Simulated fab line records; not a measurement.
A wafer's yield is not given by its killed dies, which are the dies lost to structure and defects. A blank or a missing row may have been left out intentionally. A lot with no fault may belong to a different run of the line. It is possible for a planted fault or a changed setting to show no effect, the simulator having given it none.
Matching of chambers + flow gf180mcu + GF_V4_CMP_26 on cmp-01 has 4 sister chambers
The step polishes, stops on SiO2, t overpolish 15 s, target thk 0 nm. 14 wafers are shown with their chamber, then 7 later ones without.

## WAFERS, EACH WITH ITS CHAMBER
| wafer  | chamber | overpolish run s (s) | motor current A (A) | time to endpoint s (s) |
|--------|---------|----------------------|---------------------|------------------------|
| L696.2 | 2       | 14.999               | 11.4                | 86.7                   |
| L696.5 | 0       | 14.995               | 11.1                | 85.9                   |
| L696.6 | 1       | 15.021               | 11.2                | 81.5                   |
| L698.2 | 2       | 15.008               | 11.5                | 82.0                   |
| L698.4 | 3       | 15.010               | 11.3                | 81.3                   |
| L698.6 | 2       | 14.996               | 11.1                | 85.2                   |
| L702.1 | 3       | 15.003               | 10.9                | 82.0                   |
| L702.2 | 0       | 15.000               | 11.0                | 82.4                   |
| L702.3 | 2       | 14.993               | 11.2                | 83.1                   |
| L707.1 | 3       | 15.001               | 11.2                | 80.5                   |
| L707.2 | 2       | 14.987               | 10.9                | 83.6                   |
| L707.6 | 3       | 15.009               | 10.9                | 84.9                   |
| L710.4 | 0       | 14.991               | 11.1                | 78.0                   |
| L710.5 | 0       | 15.011               | 10.2                | 78.1                   |

SIGNATURES, as means of the wafers listed above
| reading            | chamber 0 | chamber 1 | chamber 2 | chamber 3 | scatter within a chamber |
|--------------------|-----------|-----------|-----------|-----------|--------------------------|
| overpolish run s   | 14.99925  | 15.02100  | 14.99660  | 15.00575  | 0.00724                  |
| motor current A    | 10.850    | 11.200    | 11.220    | 11.075    | 0.304                    |
| time to endpoint s | 81.100    | 81.500    | 84.120    | 82.175    | 2.61                     |
Rule: distance of a wafer from a chamber = root of the sum over the readings of ((wafer's reading minus chamber's mean) / reading's scatter) squared. If the next closest chamber is less than 2 further off than the closest, the wafer can't be placed; otherwise it belongs to the closest. The scatter: the root of (the sum of the squares of (reading less its chamber's mean) over the shown wafers, divided by (wafers less chambers)).

## WAFERS MISSING THEIR CHAMBER
| wafer  | overpolish run s (s) | motor current A (A) | time to endpoint s (s) |
|--------|----------------------|---------------------|------------------------|
| L710.6 | 15.012               | 11.6                | 77.9                   |
| L711.4 | 14.993               | 10.6                | 80.8                   |
| L711.5 | 15.011               | 11.9                | 78.5                   |
| L711.6 | 14.993               | 11.5                | 78.2                   |
| L716.1 | 14.984               | 10.8                | 85.5                   |
| L716.2 | 14.988               | 11.7                | 80.3                   |
| L716.4 | 15.006               | 11.7                | 81.1                   |

## WHICH CHAMBER EACH ONE RAN IN
| wafer  | from the rows above               | in truth |
|--------|-----------------------------------|----------|
| L710.6 | can't be placed: 1 or 3 or 0 or 2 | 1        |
| L711.4 | can't be placed: 0 or 3 or 2      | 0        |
| L711.5 | can't be placed: 1 or 3 or 2 or 0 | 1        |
| L711.6 | can't be placed: 2 or 0 or 3 or 1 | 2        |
| L716.1 | can't be placed: 2 or 0 or 3      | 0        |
| L716.2 | can't be placed: 2 or 0 or 3      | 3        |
| L716.4 | can't be placed: 3 or 2 or 1 or 0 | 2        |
Correctly placed: 0 of 7. Cannot be placed on the basis of these rows: 7; the candidates contain the true chamber in 7. Number placed wrongly: 0.
